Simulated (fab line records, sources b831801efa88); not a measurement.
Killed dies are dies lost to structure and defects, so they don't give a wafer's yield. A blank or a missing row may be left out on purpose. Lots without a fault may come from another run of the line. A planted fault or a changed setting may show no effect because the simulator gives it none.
A struck lot beside a sound one | flow sky130 | 44 steps out of a route of 708
Sound: wafers L824.1, L824.3, L824.6. Struck: wafers L833.1, L833.2, L833.5. The cause comes at the end.
At each step with rows: each side's tool, then ch and its chambers, then its first start. Under that, the readings that differ: sound wafers | struck wafers | difference of the means | sigmas: that difference in standard deviations of wafers without a fault.
alike: readings whose means differ by less than 2 such deviations, and words and numbers that are the same on both sides. not compared: withheld readings, readings that some wafer has no value for, bounds like >300 that may hide the same value, and numbers for which the record gives no deviation and whose values overlap.
The two part at a step that has a row with sigmas, a row that says differs or no value, or rows on one side only. Numbers that don't overlap but have no deviation are shown without sigmas and don't part them. A reading that every wafer of one side lacks parts them only if that side has two wafers or more.

first, 2 steps without rows for these wafers: SKY_DNWELL_DEVELOP_06 (develop time 60 s); SKY_DNWELL_IMPLANT_07.
SKY_DNWELL_STRIP_08: strips in O2/N2.
  sound on plasma_asher-02 ch 0,1, day 5 10:19; struck on plasma_asher-03 ch 0,1, day 6 14:47
  reading                     | sound       | struck      | difference | sigmas
  drypump_motor_current_A (A) | 5.6 5.6 5.6 | 6.5 6.1 6.5 | +0.8       | +2
  alike: oes_product_au, strip_time_to_endpoint_s
  not compared: rf_hours_counter_h
SKY_DNWELL_TW_MEAS_09:
  sound on film_metro-01, day 5 10:25; struck on film_metro-01, day 6 14:53
  alike: DNWELL_TW
then, 7 steps without rows for these wafers: SKY_PWDE_DEHYDRATE_00 (time 60 s); SKY_PWDE_HMDS_01 (prime time 60 s); SKY_PWDE_COAT_02 (resist thk 3000 nm); SKY_PWDE_SOFTBAKE_03; SKY_PWDE_EXPOSE_04 (exposes mask PWDEM, target cd 840 nm); SKY_PWDE_PEB_05; SKY_PWDE_DEVELOP_06 (develop time 60 s).
SKY_PWDE_OVL_MEAS_07:
  sound on overlay-02, day 6 04:35; struck on overlay-01, day 7 09:32
  alike: PWDE_OVL
SKY_PWDE_IMPLANT_08:
  sound on implanter-01 ch 0, day 6 04:37; struck on implanter-02 ch 0, day 7 09:38
  reading            | sound                         | struck                       | difference | sigmas
  dose_ions_cm2      | 3.595e+12 3.602e+12 3.601e+12 | 4.053e+12 4.058e+12 4.06e+12 | +4.577e+11 | +99 or more
  faraday_current_uA | 20.1 20.6 20.0                | 22.9 23.0 22.3               | +2.5       | +7
SKY_PWDE_STRIP_09: strips in O2/N2.
  sound on plasma_asher-04 ch 0,1, day 6 04:46; struck on plasma_asher-03 ch 0,1, day 7 09:47
  alike: drypump_motor_current_A, oes_product_au, strip_time_to_endpoint_s
  not compared: rf_hours_counter_h
SKY_PWDE_TW_MEAS_10:
  sound on film_metro-01, day 6 04:52; struck on film_metro-04, day 7 09:53
  reading | sound             | struck            | difference | sigmas
  PWDE_TW | 380.8 376.4 378.0 | 389.3 391.0 389.8 | +11.6      | +5
then, 7 steps without rows for these wafers: SKY_NWELL_DEHYDRATE_03 (time 60 s); SKY_NWELL_HMDS_04 (prime time 60 s); SKY_NWELL_COAT_05 (resist thk 3000 nm); SKY_NWELL_SOFTBAKE_06; SKY_NWELL_EXPOSE_07 (exposes mask NWM, target cd 840 nm); SKY_NWELL_PEB_08; SKY_NWELL_DEVELOP_09 (develop time 60 s).
SKY_NWELL_OVL_MEAS_10:
  sound on overlay-01, day 6 22:49; struck on overlay-01, day 8 05:56
  alike: NWELL_00_OVL
then, 3 steps without rows for these wafers: SKY_NWELL_IMPLANT_11; SKY_NWELL_IMPLANT_12; SKY_NWELL_IMPLANT_13.
SKY_NWELL_STRIP_14: strips in O2/N2.
  sound on plasma_asher-04 ch 0,1, day 6 23:17; struck on plasma_asher-02 ch 0,1, day 8 06:25
  alike: drypump_motor_current_A, oes_product_au, strip_time_to_endpoint_s
  not compared: rf_hours_counter_h
SKY_NWELL_TW_MEAS_15:
  sound on film_metro-01, day 6 23:23; struck on film_metro-01, day 8 06:31
  alike: NWELL_TW
then, 7 steps without rows for these wafers: SKY_NWELL_DEHYDRATE_16 (time 60 s); SKY_NWELL_HMDS_17 (prime time 60 s); SKY_NWELL_COAT_18 (resist thk 3000 nm); SKY_NWELL_SOFTBAKE_19; SKY_NWELL_EXPOSE_20 (exposes mask NWM COMPLEMENT, target cd 840 nm); SKY_NWELL_PEB_21; SKY_NWELL_DEVELOP_22 (develop time 60 s).
SKY_NWELL_OVL_MEAS_23:
  sound on overlay-02, day 7 18:10; struck on overlay-01, day 9 03:16
  alike: NWELL_01_OVL
then, 1 step without rows for these wafers: SKY_NWELL_IMPLANT_24.
SKY_NWELL_STRIP_25: strips in O2/N2.
  sound on plasma_asher-01 ch 0,1, day 7 18:20; struck on plasma_asher-04 ch 0,1, day 9 03:26
  alike: drypump_motor_current_A, oes_product_au, strip_time_to_endpoint_s
  not compared: rf_hours_counter_h
SKY_NWELL_TW_MEAS_26:
  sound on film_metro-04, day 7 18:26; struck on film_metro-02, day 9 03:32
  alike: NWELL_2_TW
then, 1 step without rows for these wafers: SKY_NWELL_CLEAN_27 (cleans in SC1/SC2, time 150 s).
SKY_NWELL_RTA_28: time 30 s.
  sound on rtp_anneal-01 ch 0, day 7 18:34; struck on rtp_anneal-02 ch 0, day 9 03:39
  alike: chamber_o2_ppm, lamp_power_pct, ramp_up_c_per_s, wafer_temp_C_max
SKY_NWELL_RS_MEAS_29: measures by four-point-probe.
  sound on film_metro-02, day 7 18:40; struck on film_metro-02, day 9 03:45
  alike: NWELL_RS
SKY_NWELL_RS_MEAS_31: measures by four-point-probe.
  sound on film_metro-02, day 7 18:54; struck on film_metro-02, day 9 03:59
  reading          | sound          | struck         | difference | sigmas
  PWDE_RS (ohm/sq) | 5262 5273 5255 | 4793 4779 4785 | -478       | -28
-- the record jumps here: 40 days lie between the struck wafers' starts before and after (it left off in module NWELL and takes up again in module PAD_OPEN, whose first step shown is number 708 of the route) --
SKY_PAD_OPEN_PROBE_99:
  sound on prober-02, day 48 02:50; struck on prober-01, day 49 12:06
  reading                                   | sound                        | struck                   | difference | sigmas
  killed_at_front_end                       | 8 13 10                      | 18 24 18                 | +10        | +2
  model.etest.res_p_drift_20v.line_ohm_um   | 1.258e+04 1.15e+04 1.198e+04 | 9915 1.058e+04 1.089e+04 | -1558      |
  model.etest.res_p_drift_20v.rs_ohm_sq     | 1.038e+04 9673 9880          | 8218 9000 9172           | -1181      |
  model.etest.res_pwde_under_gate.rs_ohm_sq | 6235 6182 6224               | 5486 5489 5478           | -729       |
  alike: killed_at_M0_to_M3, killed_at_M4_up, killed_at_contacts, killed_at_other, killed_dies, killed_on_rim, killed_open, killed_short

WHERE THEY PART
First at SKY_DNWELL_STRIP_08; last, within this record, at SKY_PAD_OPEN_PROBE_99.

WHY: what the simulator had put in
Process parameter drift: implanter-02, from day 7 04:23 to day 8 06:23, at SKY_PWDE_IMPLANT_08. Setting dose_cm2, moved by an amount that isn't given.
